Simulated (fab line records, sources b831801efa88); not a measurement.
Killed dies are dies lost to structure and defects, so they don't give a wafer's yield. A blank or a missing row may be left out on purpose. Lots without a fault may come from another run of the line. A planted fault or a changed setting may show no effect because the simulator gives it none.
fab line records | flow gf180mcu
record lots=13 wafers=39 last_day=33
route steps=602 shown DNWELL@41 CONTACT@291 V1@338 V2@398
lots that met no fault: from a run of the same line without faults
start_h: hours from the record's first day to the start of the lot's first wafer shown | wait_h: hours since the lot's step before | " the same as in the row above | L1.1+2: a row that stands for several wafers | - no value, or no start given | * or withheld: withheld | < > ~ a bound
route shown NAME@n: a module of which the file shows steps, and the number in the route of the first | usual: mean/standard deviation of fault-free wafers | same: alike in all rows | chamber/n: place in a boat | sites: the reading at each site | _std_site: their standard deviation | _edge_site: outer sites' mean less inner sites' | radius_mm: how far each site lies from the wafer's centre | mask NAME#n: copy n | behind: the tool/chamber that last shaped the wafer | hold: why the lot was held/for how many hours/how that ended | device: the transistor (n, p or np) that didn't switch | end of line: the same wafers' tests at the end of the route | a step without rows: its recipe alone | killed: dies lost to structure and defects at the first sort, not the wafer's yield | map: a wafer's dies, x killed, . not, _ none there
set.NAME: the setting as run; set.NAME@STEP: as run at that earlier step | model.NAME: the simulator's own value behind a step, which no gauge read
steps of the route over a sample of lots; a table a step, a row a wafer
services: from which hour (start_h, from the record's first day; less than 0 if before it) a tool's chamber was out of use, for how many hours, and why
## steps
# step GF_DNWELL_TW_MEAS_09
# usual DNWELL_TW=1357/8.6
# columns lot.wafer tool chamber start_h wait_h DNWELL_TW
L969.1 film_metro-02 - 42.66 0.1 1356
L969.2 " - " " 1349
L969.4 " - " " 1354
L970.1 film_metro-03 - 47.81 0.1 1350
L970.2 " - " " 1347
L970.3 " - " " 1340
L971.2 film_metro-02 - 53.72 0.1 1361
L971.4 " - " " 1366
L971.5 " - " " 1370
L972.1 film_metro-02 - 58.88 0.1 1362
L972.3 " - " " 1347
L972.4 " - " " 1359
L973.1 film_metro-02 - 63.88 0.1 1342
L973.4 " - " " 1338
L973.6 " - " " 1348
L975.1 film_metro-02 - 75.16 0.1 1350
L975.2 " - " " 1354
L975.6 " - " " 1349
L976.2 film_metro-01 - 80.71 0.1 1354
L976.5 " - " " 1351
L976.6 " - " " 1352
L980.1 film_metro-03 - 100.41 0.1 1361
L980.3 " - " " 1359
L980.5 " - " " 1360
L983.2 film_metro-03 - 117.63 0.1 1355
L983.3 " - " " 1360
L983.4 " - " " 1357
L984.3 film_metro-01 - 122.29 0.1 1369
L984.4 " - " " 1363
L984.6 " - " " 1370
L986.1 film_metro-02 - 133.11 0.1 1355
L986.3 " - " " 1369
L986.5 " - " " 1368
L987.1 film_metro-02 - 138.86 0.1 1355
L987.5 " - " " 1354
L987.6 " - " " 1346
L989.1 film_metro-01 - 149.12 0.1 1364
L989.3 " - " " 1360
L989.5 " - " " 1361
# step GF_CONTACT_CMP_04
# recipe material=SiO2 down_force_psi=4 platen_rpm=60 pad_velocity_m_s=0.94248
# usual motor_current_A=11.9/1.2 time_to_endpoint_s=106/5.2
# columns lot.wafer tool chamber start_h wait_h motor_current_A time_to_endpoint_s
L969.4 cmp-02 3 338.62 0.1 12.7 106
L969.2 " 0 " " 13.4 100
L969.1 " 2 " " 12.3 102
L970.1 cmp-02 2 345.13 0.1 12.4 95
L970.2 " 3 " " 12.6 97
L970.3 " 0 " " 13.0 102
L971.4 cmp-02 1 356.48 0.1 10.5 108
L971.2 " 2 " " 12.1 106
L971.5 " 3 " " 13.2 104
L972.3 cmp-02 3 366.81 0.0 12.7 106
L972.4 " 0 " " 13.1 107
L972.1 " 2 " " 12.9 103
L973.4 cmp-02 1 375.07 0.1 10.4 104
L973.1 " 3 " " 13.0 101
L973.6 " 0 " " 13.1 99
L975.2 cmp-02 0 396.32 0.0 13.5 99
L975.1 " 3 " " 12.3 101
L975.6 " 1 " " 9.6 111
L976.2 cmp-01 0 406.09 0.2 12.2 97
L976.5 " 1 " " 12.7 107
L976.6 " 2 " " 11.6 108
L980.1 cmp-02 3 435.45 0.1 12.2 105
L980.3 " 0 " " 13.4 99
L980.5 " 3 " " 13.3 101
L983.2 cmp-02 0 465.07 0.0 13.0 103
L983.3 " 1 " " 10.3 103
L983.4 " 3 " " 13.1 87
L984.3 cmp-02 0 472.42 0.2 12.6 105
L984.4 " 2 " " 12.4 93
L984.6 " 1 " " 10.4 92
L986.1 cmp-01 2 488.62 0.1 11.2 105
L986.3 " 0 " " 12.4 105
L986.5 " 2 " " 10.4 110
L987.1 cmp-01 0 497.20 0.2 12.0 102
L987.6 " 1 " " 13.3 115
L987.5 " 2 " " 11.4 109
L989.3 cmp-01 2 514.28 0.1 11.5 111
L989.1 " 3 " " 10.1 113
L989.5 " 0 " " 11.6 116
# step GF_CONTACT_ETCH_17
# recipe chemistry=C4F8/O2/Ar mask_material=KrF target=SiO2 stop_on=CoSi2 source_w=1500 bias_w=1200 pressure_mtorr=40 c4f8_flow_sccm=withheld O2_flow_sccm=6 Ar_flow_sccm=300 time_s=withheld target_depth_a=8600
# usual bias_w=1200/3.5 oes_product_au=0.814/0.0049
# columns lot.wafer tool chamber start_h wait_h bias_w oes_product_au
L969.1 rie_diel-02 0 - - 1204 0.817
L969.2 " 1 " " 1192 0.821
L969.4 " 3 " " 1202 0.814
L970.1 rie_diel-01 3 - - 1204 0.811
L970.2 " 2 " " 1201 0.812
L970.3 " 0 " " 1202 0.809
L971.2 rie_diel-02 0 - - 1204 0.813
L971.4 " 2 " " 1206 0.805
L971.5 " 1 " " 1202 0.811
L972.1 rie_diel-02 1 - - 1201 0.820
L972.3 " 0 " " 1202 0.810
L972.4 " 2 " " 1206 0.811
L973.1 rie_diel-03 0 - - 1201 0.828
L973.4 " 1 " " 1203 0.809
L973.6 " 3 " " 1197 0.818
L975.1 rie_diel-01 1 - - 1208 0.818
L975.2 " 2 " " 1202 0.806
L975.6 " 0 " " 1203 0.804
L976.2 rie_diel-02 3 - - 1198 0.816
L976.5 " 0 " " 1197 0.813
L976.6 " 1 " " 1195 0.810
L980.1 rie_diel-01 0 - - 1204 0.810
L980.3 " 3 " " 1201 0.805
L980.5 " 3 " " 1198 0.819
L983.2 rie_diel-02 1 - - 1199 0.806
L983.3 " 3 " " 1202 0.817
L983.4 " 2 " " 1201 0.846
L984.3 rie_diel-01 0 - - 1194 0.821
L984.4 " 1 " " 1199 0.845
L984.6 " 2 " " 1192 0.844
L986.1 rie_diel-02 1 - - 1197 0.816
L986.3 " 2 " " 1204 0.820
L986.5 " 1 " " 1202 0.809
L987.1 rie_diel-01 3 - - 1201 0.819
L987.5 " 0 " " 1203 0.822
L987.6 " 1 " " 1201 0.817
L989.1 rie_diel-03 1 - - 1202 0.815
L989.3 " 3 " " 1204 0.825
L989.5 " 0 " " 1193 0.814
# step GF_V1_THK_MEAS_03
# recipe reads=SiO2_of_V1_CVD_02
# usual V1_CVD_02_THK=848/10
# columns lot.wafer tool chamber start_h wait_h V1_CVD_02_THK[nm]
L969.1 film_metro-03 - 385.86 0.0 831
L969.2 " - " " 825
L969.4 " - " " 845
L970.1 film_metro-03 - 393.66 0.0 843
L970.2 " - " " 837
L970.3 " - " " 839
L971.2 film_metro-02 - 405.16 0.0 837
L971.4 " - " " 864
L971.5 " - " " 859
L972.1 film_metro-04 - 416.34 0.0 837
L972.3 " - " " 851
L972.4 " - " " 856
L973.1 film_metro-04 - 423.55 0.0 852
L973.4 " - " " 857
L973.6 " - " " 859
L975.1 film_metro-02 - 446.88 0.0 836
L975.2 " - " " 834
L975.6 " - " " 841
L976.2 film_metro-02 - 457.51 0.0 832
L976.5 " - " " 846
L976.6 " - " " 854
L980.1 film_metro-04 - 486.30 0.0 839
L980.3 " - " " 851
L980.5 " - " " 860
L983.2 film_metro-03 - 515.56 0.0 844
L983.3 " - " " 843
L983.4 " - " " 845
L984.3 film_metro-02 - 522.68 0.1 842
L984.4 " - " " 861
L984.6 " - " " 851
L986.1 film_metro-02 - 537.89 0.0 835
L986.3 " - " " 831
L986.5 " - " " 850
L987.1 film_metro-04 - 545.49 0.0 844
L987.5 " - " " 855
L987.6 " - " " 856
L989.1 film_metro-04 - 562.19 0.0 849
L989.3 " - " " 856
L989.5 " - " " 868
# step GF_V2_ETCH_16
# recipe chemistry=N2/H2 target_depth_a=withheld overetch_a=withheld time_s=withheld target=BARC ion_energy_ev=200 source_w=500 bias_w=100 pressure_mtorr=30 n2_flow_sccm=100 h2_flow_sccm=200
# usual bias_w=99.99/0.29 drypump_motor_current_A=5.5/0.36 oes_product_au=0.854/0.0046 throttle_valve_pct=13.224/0.0088
# columns lot.wafer tool chamber start_h wait_h bias_w drypump_motor_current_A oes_product_au throttle_valve_pct
L969.1 rie_diel-04 3 461.55 0.0 100.32 5.6 0.859 13.224
L969.2 " 2 " " 99.99 5.5 0.849 13.217
L969.4 " 1 " " 99.62 5.8 0.851 13.231
L970.1 rie_diel-02 3 468.58 0.0 100.88 4.8 0.848 13.228
L970.2 " 2 " " 99.59 5.5 0.850 13.216
L970.3 " 1 " " 100.29 5.9 0.856 13.231
L971.2 rie_diel-01 3 481.17 0.0 99.59 5.5 0.851 13.205
L971.4 " 1 " " 99.89 5.1 0.868 13.239
L971.5 " 3 " " 100.24 5.5 0.852 13.229
L972.1 rie_diel-02 2 492.85 0.0 100.05 5.5 0.857 13.240
L972.3 " 0 " " 99.75 4.9 0.854 13.227
L972.4 " 1 " " 100.43 5.9 0.852 13.221
L973.1 rie_diel-04 2 499.41 0.0 99.94 5.5 0.854 13.228
L973.4 " 1 " " 100.03 5.8 0.856 13.203
L973.6 " 0 " " 100.15 5.8 0.859 13.229
L975.1 rie_diel-04 2 522.31 0.0 100.37 5.5 0.843 13.211
L975.2 " 1 " " 100.50 5.8 0.863 13.227
L975.6 " 0 " " 100.53 5.8 0.852 13.242
L976.2 rie_diel-04 3 533.32 0.0 99.77 5.7 0.861 13.227
L976.5 " 1 " " 99.99 5.8 0.855 13.214
L976.6 " 0 " " 100.06 5.8 0.857 13.212
L980.1 rie_diel-04 2 558.77 0.0 100.09 5.5 0.855 13.215
L980.3 " 1 " " 99.96 5.8 0.857 13.228
L980.5 " 0 " " 100.16 5.8 0.857 13.231
L983.2 rie_diel-01 2 586.45 0.0 99.96 5.5 0.861 13.221
L983.3 " 3 " " 99.62 5.5 0.860 13.216
L983.4 " 0 " " 100.37 5.8 0.855 13.230
L984.3 rie_diel-02 1 592.07 0.0 100.16 5.9 0.861 13.221
L984.4 " 0 " " 99.89 4.9 0.856 13.224
L984.6 " 1 " " 100.15 5.9 0.861 13.223
L986.1 rie_diel-02 1 606.45 0.0 100.36 5.9 0.857 13.219
L986.3 " 2 " " 100.16 5.6 0.849 13.225
L986.5 " 0 " " 99.64 4.9 0.854 13.224
L987.1 rie_diel-02 3 614.70 0.0 100.06 4.9 0.861 13.226
L987.5 " 3 " " 99.46 4.8 0.851 13.216
L987.6 " 2 " " 100.26 5.5 0.858 13.224
L989.1 rie_diel-01 2 629.67 0.0 100.46 5.4 0.851 13.241
L989.3 " 0 " " 100.05 5.8 0.856 13.206
L989.5 " 0 " " 100.03 5.8 0.858 13.226
## services
# columns tool chamber start_h hours kind
cmp-02 - 317.59 5.7 repair
rie_diel-03 - 322.42 0.5 repair
rie_diel-04 1 322.74 5.9 repair
cmp-02 - 332.21 1.1 repair
cmp-01 - 360.07 1.8 repair
cmp-01 - 371.16 0.6 repair
rie_diel-01 2 375.13 31.7 repair
rie_diel-02 3 380.46 1.6 repair
rie_diel-01 0 393.75 6.8 repair
cmp-02 - 404.20 4.0 pm
rie_diel-03 0 406.78 4.5 repair
rie_diel-01 2 434.55 56.6 repair
rie_diel-03 3 443.79 4.3 repair
rie_diel-03 0 459.39 3.3 repair
cmp-01 - 471.97 1.6 repair
rie_diel-03 0 501.59 22.0 repair
rie_diel-01 0 502.20 9.3 repair
cmp-02 - 535.24 0.2 repair
rie_diel-01 3 557.49 4.1 repair
cmp-01 - 572.15 4.0 pm
rie_diel-04 - 575.33 2.8 pm
rie_diel-04 3 580.71 9.3 repair
cmp-02 - 587.59 5.0 pm
rie_diel-04 1 598.37 1.6 repair
## key
first_sign step=GF_CONTACT_CMP_04 reading=time_to_endpoint_s direction=down sigmas=3 usual=* struck=*
effect step=GF_CONTACT_ETCH_17 reading=oes_product_au direction=up sigmas=6.2 usual=0.814 struck=0.845
met_at GF_CONTACT_CMP_04
struck_lots L983,L984
struck_wafers L983.4,L984.4,L984.6
tester_left_out L983,L984
not_acting_at GF_DNWELL_TW_MEAS_09,GF_V1_THK_MEAS_03,GF_V2_ETCH_16
onset_between 435.45 465.07
fault kind=process_parameter_drift tool=cmp-02 chamber=- onset_h=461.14 steps=GF_CONTACT_CMP_04 channel=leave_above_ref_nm offset=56 shape=step end_h=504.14 scope=struck_wafers_only acts_in=these_recipes_only stated=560
# tester_left_out: of these lots the tester's yield and bins aren't shown, on N5 and GAA mostly nor the transistor test; their killed dies are dies lost to structure and defects alone, not to doping, threshold or leakage, so they don't give the yield
